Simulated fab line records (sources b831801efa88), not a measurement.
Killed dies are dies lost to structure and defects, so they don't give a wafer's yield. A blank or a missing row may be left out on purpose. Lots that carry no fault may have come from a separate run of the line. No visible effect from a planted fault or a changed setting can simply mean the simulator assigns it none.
2 desks, one fault | flow gf180mcu | numbers are kept per desk, each desk with only its own; the story behind them comes last

DESK OF THE TOOL OWNER: pvdSputter-02
The tool's own readings at GF_M1_SPUTTER_02 (material AlCu, target thk 450 nm, time 23.9 s): means of the sampled wafers that have a number, for each lot that ran on this tool. If a lot's mean is further than 4 standard deviations from the usual mean, the lot is out of limits and carries the mark OUT (the distance appears in the brackets).
Columns: A = throttleValvePct at GF_M1_SPUTTER_02, usual 29.3 %
lot  | first seen here | A
L851 | day 17 08:31    | 30.4
L852 | day 17 20:43    | 29.5
L854 | day 18 13:26    | 28.9
L856 | day 19 03:36    | 29.6
L861 | day 20 16:35    | 29.4
L864 | day 21 21:54    | 29.5
This desk's verdict: no lot among the 6 shows anything out of limits.

AT THE METROLOGY DESK
What the gauges read, lot by lot, whatever tool the lot ran on: means of the sampled wafers that have a number. If a lot's mean is further than 4 standard deviations from the usual mean, the lot is out of limits and carries the mark OUT (the distance appears in the brackets).
Columns: A = M1_ALCU_RS at GF_M1_RS_MEAS_05, usual 0.0699 ohm/sq; B = M1_ALCU_THK at GF_M1_THK_MEAS_06, usual 450 nm
lot  | first seen here | A      | B
L848 | day 16 12:44    | 0.0690 | 455
L849 | day 16 21:36    | 0.0705 | 445
L851 | day 17 08:38    | 0.0701 | 453
L850 | day 17 10:22    | 0.0702 | 445
L852 | day 17 20:49    | 0.0700 | 451
L854 | day 18 13:31    | 0.0703 | 447
L855 | day 18 14:13    | 0.0695 | 450
L856 | day 19 03:44    | 0.0702 | 451
L861 | day 20 16:40    | 0.0673 | 466
L864 | day 21 22:01    | 0.0680 | 463
L865 | day 22 06:04    | 0.0701 | 449
L866 | day 22 10:49    | 0.0699 | 450
L868 | day 23 05:02    | 0.0702 | 450
L870 | day 23 19:18    | 0.0703 | 452
This desk's verdict: no lot among the 14 shows anything out of limits.

TAKEN TOGETHER
The desk of the tool owner found nothing out of limits.
The metrology desk saw nothing out of limits.

WHAT HAD BEEN PUT IN BY THE SIMULATOR
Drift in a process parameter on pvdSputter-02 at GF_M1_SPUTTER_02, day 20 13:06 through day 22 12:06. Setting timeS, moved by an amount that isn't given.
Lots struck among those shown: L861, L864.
